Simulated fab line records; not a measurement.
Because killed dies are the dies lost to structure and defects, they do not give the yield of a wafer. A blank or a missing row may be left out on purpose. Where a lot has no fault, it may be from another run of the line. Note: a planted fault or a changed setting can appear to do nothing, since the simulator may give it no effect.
What tool caused it?	flow sfqLine	13 lots, 39 wafers sampled, at 3 steps of a route of 325

WHAT EACH GAUGE READ, for each wafer
SFQ_M7_RS_MEAS_943: measurement is done with a four-point probe. Usual: M7_NB_RS 0.890 ohm/sq, standard deviation 0.0082.
lot	measured	on	M7_NB_RS (ohm/sq)	flag
L117	day 78 15:54	filmMetro-04	0.883 0.893 0.881	
L118	day 78 17:02	filmMetro-04	0.898 0.901 0.895	
L119	day 83 03:37	filmMetro-02	0.885 0.891 0.890	
L120	day 83 07:38	filmMetro-04	0.888 0.891 0.894	
L121	day 83 08:14	filmMetro-03	0.907 0.905 0.896	
L123	day 83 10:40	filmMetro-02	0.883 0.888 0.879	
L125	day 83 17:16	filmMetro-04	0.891 0.893 0.881	
L126	day 83 17:50	filmMetro-02	0.895 0.897 0.899	
L127	day 83 19:02	filmMetro-04	0.891 0.898 0.893	
L128	day 83 23:50	filmMetro-03	0.877 0.884 0.886	
L130	day 84 04:42	filmMetro-03	0.888 0.887 0.885	
L139	day 89 00:06	filmMetro-02	0.883 0.880 0.887	
L140	day 89 01:19	filmMetro-04	0.893 0.895 0.895	

WHICH TOOL RAN EACH LOT (tool, then ch and the chambers of the sampled wafers, then the start)
lot	SFQ_TRILAYER_I5_BARC_OPEN_VIA_ETCH_200	SFQ_TRILAYER_I6_VIA_BARC_OPEN_VIA_ETCH_235
L117	rieDiel-01 ch 1,2, day 69 14:38	rieDiel-04 ch 0,2,3, day 78 14:37
L118	rieDiel-01 ch 1,2,3, day 71 17:02	rieDiel-03 ch 1,2,3, day 78 15:56
L119	rieDiel-02 ch 1,2,3, day 74 15:53	rieDiel-02 ch 1,2,3, day 83 02:24
L120	rieDiel-01 ch 0,2,3, day 74 17:05	rieDiel-03 ch 1,2,3, day 83 06:00
L121	rieDiel-03 ch 1,2, day 74 18:17	rieDiel-04 ch 2,3, day 83 07:12
L123	rieDiel-03 ch 1,2,3, day 75 01:10	rieDiel-03 ch 1,3, day 83 09:36
L125	rieDiel-03 ch 0,3, day 75 04:46	rieDiel-02 ch 1,2,3, day 83 15:36
L126	rieDiel-02 ch 2,3, day 75 07:10	rieDiel-03 ch 0,1,3, day 83 16:48
L127	rieDiel-03 ch 0,3, day 75 09:34	rieDiel-04 ch 0,1,2, day 83 18:00
L128	rieDiel-01 ch 1,2, day 75 11:58	rieDiel-04 ch 0,1, day 83 22:48
L130	rieDiel-01 ch 1,2, day 75 16:46	rieDiel-04 ch 0,1,3, day 84 03:36
L139	rieDiel-02 ch 0,2,3, day 84 22:48	rieDiel-04 ch 0,2,3, day 88 23:03
L140	rieDiel-01 ch 0,2,3, day 85 01:12	rieDiel-02 ch 0,3, day 89 00:15
- SFQ_TRILAYER_I5_BARC_OPEN_VIA_ETCH_200: etches BARC in O2, target depth 125 nm, time 41.7 s.
- SFQ_TRILAYER_I6_VIA_BARC_OPEN_VIA_ETCH_235: etches BARC in O2, target depth 125 nm, time 41.7 s.

WHAT THE TOOLS THEMSELVES READ (means of the sampled wafers that have a number; where no wafer has one, the mark that the record gives instead)
SFQ_TRILAYER_I5_BARC_OPEN_VIA_ETCH_200. Usual: biasW 79.99 W, standard deviation 0.22; drypumpMotorCurrentA 5.9 A, standard deviation 0.48; oesProductAu 0.685 a.u., standard deviation 0.0045.
lot	tool	biasW (W)	drypumpMotorCurrentA (A)	oesProductAu (a.u.)	flag
L117	rieDiel-01	79.89	6.2	0.683	
L118	rieDiel-01	79.86	6.3	0.689	
L119	rieDiel-02	79.87	5.3	0.688	
L120	rieDiel-01	80.00	6.0	0.686	
L121	rieDiel-03	80.10	6.0	0.686	
L123	rieDiel-03	80.06	5.8	0.683	
L125	rieDiel-03	80.10	6.0	0.689	
L126	rieDiel-02	79.87	5.7	0.688	
L127	rieDiel-03	79.81	6.0	0.689	
L128	rieDiel-01	80.09	6.4	0.683	
L130	rieDiel-01	80.13	6.1	0.682	
L139	rieDiel-02	79.79	5.6	0.687	
L140	rieDiel-01	80.20	5.9	0.686	

SFQ_TRILAYER_I6_VIA_BARC_OPEN_VIA_ETCH_235. Usual: biasW 80.03 W, standard deviation 0.26; drypumpMotorCurrentA 5.7 A, standard deviation 0.41; oesProductAu 0.685 a.u., standard deviation 0.0046.
lot	tool	biasW (W)	drypumpMotorCurrentA (A)	oesProductAu (a.u.)	flag
L117	rieDiel-04	79.96	5.7	0.687	
L118	rieDiel-03	80.29	5.8	0.685	
L119	rieDiel-02	80.18	5.3	0.686	
L120	rieDiel-03	80.06	5.8	0.686	
L121	rieDiel-04	79.91	5.8	0.679	
L123	rieDiel-03	80.17	5.7	0.689	
L125	rieDiel-02	80.00	5.4	0.688	
L126	rieDiel-03	80.06	5.9	0.681	
L127	rieDiel-04	80.15	5.6	0.690	
L128	rieDiel-04	80.25	5.9	0.683	
L130	rieDiel-04	79.86	6.0	0.679	
L139	rieDiel-04	80.12	5.6	0.682	
L140	rieDiel-02	80.00	5.5	0.686	

THE ANSWER, worked out from the rows above alone
Rule: a lot is off if the mean of its wafers that have a number lies more than 3 standard deviations from the usual mean. Also off: a lot with no number at a reading for which 4 or more lots have one. All remaining lots with rows at the step are treated as sound. The gauges are gone through in route order, then the tools' own readings, and for those a lot's mean is taken as printed above. At the first step where some lot is off, the reading lying furthest off is the one used; lots without a number count as furthest.
No lot is off at any reading shown: from this, nothing can be told.

WHAT HAD BEEN PUT IN BY THE SIMULATOR
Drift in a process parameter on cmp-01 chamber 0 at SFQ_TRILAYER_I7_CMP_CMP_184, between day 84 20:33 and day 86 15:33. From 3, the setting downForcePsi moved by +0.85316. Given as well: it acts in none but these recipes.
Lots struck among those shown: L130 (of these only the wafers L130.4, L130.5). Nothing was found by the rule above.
